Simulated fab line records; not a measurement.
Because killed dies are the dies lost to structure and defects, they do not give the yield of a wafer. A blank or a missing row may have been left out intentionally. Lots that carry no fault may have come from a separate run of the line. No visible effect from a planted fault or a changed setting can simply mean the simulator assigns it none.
Which of the tools did it? / flow sky130 / Sampling: 13 lots, 37 wafers, 3 of 708 route steps

WHAT THE GAUGES SHOWED, per wafer
SKY_FIELD_ISO_THK_MEAS_04. Usual: FIELD_ISO_CVD_03_THK 164.6 nm, standard deviation 1.3.
lot=L923; measured=day 1 18:47; on=film-metro-01; FIELD_ISO_CVD_03_THK (nm)=164.3 164.7 164.6; flag=
lot=L926; measured=day 2 07:01; on=film-metro-04; FIELD_ISO_CVD_03_THK (nm)=165.0 166.5 165.3; flag=
lot=L925; measured=day 2 07:02; on=film-metro-02; FIELD_ISO_CVD_03_THK (nm)=166.6 164.9 165.4; flag=
lot=L928; measured=day 2 14:40; on=film-metro-01; FIELD_ISO_CVD_03_THK (nm)=164.6 165.3 164.9; flag=
lot=L929; measured=day 2 22:10; on=film-metro-04; FIELD_ISO_CVD_03_THK (nm)=165.0 165.6 164.1; flag=
lot=L931; measured=day 3 06:46; on=film-metro-01; FIELD_ISO_CVD_03_THK (nm)=165.1 167.1 167.2; flag=
lot=L932; measured=day 3 12:41; on=film-metro-02; FIELD_ISO_CVD_03_THK (nm)=164.7 163.0 164.8; flag=
lot=L933; measured=day 3 16:28; on=film-metro-02; FIELD_ISO_CVD_03_THK (nm)=162.8 164.3 164.2; flag=
lot=L936; measured=day 4 07:45; on=film-metro-02; FIELD_ISO_CVD_03_THK (nm)=165.3 166.4 166.2; flag=
lot=L939; measured=day 4 21:31; on=film-metro-01; FIELD_ISO_CVD_03_THK (nm)=162.8 162.9; flag=
lot=L941; measured=day 5 07:31; on=film-metro-01; FIELD_ISO_CVD_03_THK (nm)=162.7 163.8; flag=
lot=L943; measured=day 5 18:16; on=film-metro-02; FIELD_ISO_CVD_03_THK (nm)=164.8 164.6 164.2; flag=
lot=L944; measured=day 6 00:47; on=film-metro-01; FIELD_ISO_CVD_03_THK (nm)=163.9 163.6 163.4; flag=

SKY_VT_ADJUST_HVTP_OVL_MEAS_08. Usual: VT_ADJUST_HVTP_OVL 0.7 nm, standard deviation 1.5.
lot=L923; measured=day 6 13:59; on=overlay-02; VT_ADJUST_HVTP_OVL (nm)=-0.6 -0.6 -0.5; flag=
lot=L926; measured=day 6 22:37; on=overlay-01; VT_ADJUST_HVTP_OVL (nm)=0.7 0.2 -2.5; flag=
lot=L925; measured=day 6 22:20; on=overlay-02; VT_ADJUST_HVTP_OVL (nm)=1.7 0.4 2.6; flag=
lot=L928; measured=day 7 05:08; on=overlay-02; VT_ADJUST_HVTP_OVL (nm)=-0.2 1.9 2.7; flag=
lot=L929; measured=day 7 17:13; on=overlay-01; VT_ADJUST_HVTP_OVL (nm)=1.4 2.1 1.8; flag=
lot=L931; measured=day 8 02:31; on=overlay-02; VT_ADJUST_HVTP_OVL (nm)=-1.4 -0.5 -1.0; flag=
lot=L932; measured=day 8 09:58; on=overlay-02; VT_ADJUST_HVTP_OVL (nm)=1.4 -0.1 0.3; flag=
lot=L933; measured=day 8 18:28; on=overlay-01; VT_ADJUST_HVTP_OVL (nm)=1.3 0.9 1.6; flag=
lot=L936; measured=day 9 11:37; on=overlay-02; VT_ADJUST_HVTP_OVL (nm)=0.1 1.2 -0.3; flag=
lot=L939; measured=day 10 06:02; on=overlay-01; VT_ADJUST_HVTP_OVL (nm)=-0.1 -1.8; flag=
lot=L941; measured=day 10 17:41; on=overlay-01; VT_ADJUST_HVTP_OVL (nm)=0.3 1.1; flag=
lot=L943; measured=day 11 09:55; on=overlay-01; VT_ADJUST_HVTP_OVL (nm)=1.9 2.7 3.6; flag=
lot=L944; measured=day 11 16:14; on=overlay-01; VT_ADJUST_HVTP_OVL (nm)=0.4 -0.1 -0.4; flag=

TOOL THAT RAN EACH LOT (tool first, then ch and the chambers of the sampled wafers, then the start)
lot=L923; SKY_FIELD_ISO_ETCH_17=rie-si-01 ch 1,2,3, day 2 07:32
lot=L926; SKY_FIELD_ISO_ETCH_17=rie-si-01 ch 0,1,3, day 2 20:46
lot=L925; SKY_FIELD_ISO_ETCH_17=rie-si-02 ch 0,3, day 2 20:56
lot=L928; SKY_FIELD_ISO_ETCH_17=rie-si-01 ch 0,2,3, day 3 04:40
lot=L929; SKY_FIELD_ISO_ETCH_17=rie-si-01 ch 0,1, day 3 12:52
lot=L931; SKY_FIELD_ISO_ETCH_17=rie-si-02 ch 0,2, day 3 23:17
lot=L932; SKY_FIELD_ISO_ETCH_17=rie-si-01 ch 0,1, day 4 06:10
lot=L933; SKY_FIELD_ISO_ETCH_17=rie-si-02 ch 0,2,3, day 4 09:07
lot=L936; SKY_FIELD_ISO_ETCH_17=rie-si-01 ch 0,2,3, day 5 02:28
lot=L939; SKY_FIELD_ISO_ETCH_17=rie-si-01 ch 1,2, day 5 15:30
lot=L941; SKY_FIELD_ISO_ETCH_17=rie-si-01 ch 1,2, day 6 02:16
lot=L943; SKY_FIELD_ISO_ETCH_17=rie-si-02 ch 0,2,3, day 6 12:49
lot=L944; SKY_FIELD_ISO_ETCH_17=rie-si-02 ch 0,1,2, day 6 20:17
- SKY_FIELD_ISO_ETCH_17: etches Si in HBr/Cl2/O2, target depth 342 nm, time 97.7 s.

WHAT THE TOOLS THEMSELVES READ (means of the sampled wafers that have a number; where no wafer has one, the mark that the record gives instead)
SKY_FIELD_ISO_ETCH_17. Usual: bias-w 150.0 W, standard deviation 0.43; drypump-motor-current-A 5.8 A, standard deviation 0.51; oes-product-au 1.002 a.u., standard deviation 0.0087; rf-fwd-power-W 596.7 W, standard deviation 2.3; run-length-s 126.1 s, standard deviation 0.67; throttle-valve-pct 25.656 %, standard deviation 0.011.
lot=L923; tool=rie-si-01; bias-w (W)=150.0; drypump-motor-current-A (A)=6.0; oes-product-au (a.u.)=1.009; rf-fwd-power-W (W)=595.5; run-length-s (s)=126.3; throttle-valve-pct (%)=25.651; flag=
lot=L926; tool=rie-si-01; bias-w (W)=150.0; drypump-motor-current-A (A)=5.9; oes-product-au (a.u.)=1.001; rf-fwd-power-W (W)=596.9; run-length-s (s)=126.5; throttle-valve-pct (%)=25.658; flag=
lot=L925; tool=rie-si-02; bias-w (W)=150.3; drypump-motor-current-A (A)=5.1; oes-product-au (a.u.)=1.005; rf-fwd-power-W (W)=594.6; run-length-s (s)=126.7; throttle-valve-pct (%)=25.659; flag=
lot=L928; tool=rie-si-01; bias-w (W)=150.1; drypump-motor-current-A (A)=5.8; oes-product-au (a.u.)=1.002; rf-fwd-power-W (W)=598.0; run-length-s (s)=125.9; throttle-valve-pct (%)=25.653; flag=
lot=L929; tool=rie-si-01; bias-w (W)=150.4; drypump-motor-current-A (A)=5.7; oes-product-au (a.u.)=0.995; rf-fwd-power-W (W)=595.8; run-length-s (s)=126.0; throttle-valve-pct (%)=25.680; flag=
lot=L931; tool=rie-si-02; bias-w (W)=149.9; drypump-motor-current-A (A)=6.3; oes-product-au (a.u.)=1.001; rf-fwd-power-W (W)=596.3; run-length-s (s)=125.8; throttle-valve-pct (%)=25.663; flag=
lot=L932; tool=rie-si-01; bias-w (W)=149.4; drypump-motor-current-A (A)=5.7; oes-product-au (a.u.)=1.000; rf-fwd-power-W (W)=598.0; run-length-s (s)=126.0; throttle-valve-pct (%)=25.654; flag=
lot=L933; tool=rie-si-02; bias-w (W)=150.1; drypump-motor-current-A (A)=5.7; oes-product-au (a.u.)=1.006; rf-fwd-power-W (W)=597.4; run-length-s (s)=126.3; throttle-valve-pct (%)=25.649; flag=
lot=L936; tool=rie-si-01; bias-w (W)=149.5; drypump-motor-current-A (A)=5.8; oes-product-au (a.u.)=1.002; rf-fwd-power-W (W)=597.2; run-length-s (s)=130.3; throttle-valve-pct (%)=25.662; flag=OFF
lot=L939; tool=rie-si-01; bias-w (W)=149.9; drypump-motor-current-A (A)=5.8; oes-product-au (a.u.)=0.999; rf-fwd-power-W (W)=600.1; run-length-s (s)=132.2; throttle-valve-pct (%)=25.663; flag=OFF
lot=L941; tool=rie-si-01; bias-w (W)=149.8; drypump-motor-current-A (A)=5.8; oes-product-au (a.u.)=1.012; rf-fwd-power-W (W)=598.2; run-length-s (s)=132.2; throttle-valve-pct (%)=25.651; flag=OFF
lot=L943; tool=rie-si-02; bias-w (W)=150.3; drypump-motor-current-A (A)=5.7; oes-product-au (a.u.)=1.002; rf-fwd-power-W (W)=597.1; run-length-s (s)=125.9; throttle-valve-pct (%)=25.664; flag=
lot=L944; tool=rie-si-02; bias-w (W)=150.1; drypump-motor-current-A (A)=6.1; oes-product-au (a.u.)=1.001; rf-fwd-power-W (W)=595.8; run-length-s (s)=125.9; throttle-valve-pct (%)=25.655; flag=

THE ANSWER, worked out from the rows above alone
Rule: a lot counts as off when the mean over its wafers that have a number is more than 3 standard deviations away from the usual mean. A lot without any number at a reading at which 4 lots or more have one is off too. All remaining lots with rows at the step are treated as sound. First the gauges in route order, then the tools' own readings, where a lot's mean is used as printed above. The first step at which some lot is off is used, and at that step the reading that is off furthest; a lot without a number counts as furthest.
Off: L936, L939, L941, at SKY_FIELD_ISO_ETCH_17 (run-length-s).
If a tool, at that step or one of the process steps before it, ran each lot that is off and ran no sound lot following the first of them, it fits. One candidate fits, namely rie-si-01 at SKY_FIELD_ISO_ETCH_17. A fault onset in the window from L932 (day 4 06:10, its last sound lot) to L936 (day 5 02:28, its first lot off) fits.
On the lots that are off, the tool's own readings at SKY_FIELD_ISO_ETCH_17 differ by more than 5 times the standard deviation of the sound lots' means, which bears it out; run-length-s reads 131.6 s there versus 126.1 s on the sound lots.

WHAT THE SIMULATOR HAD PUT IN
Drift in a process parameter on rie-si-01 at SKY_FIELD_ISO_ETCH_17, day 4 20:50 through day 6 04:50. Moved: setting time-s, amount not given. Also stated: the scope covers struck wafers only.
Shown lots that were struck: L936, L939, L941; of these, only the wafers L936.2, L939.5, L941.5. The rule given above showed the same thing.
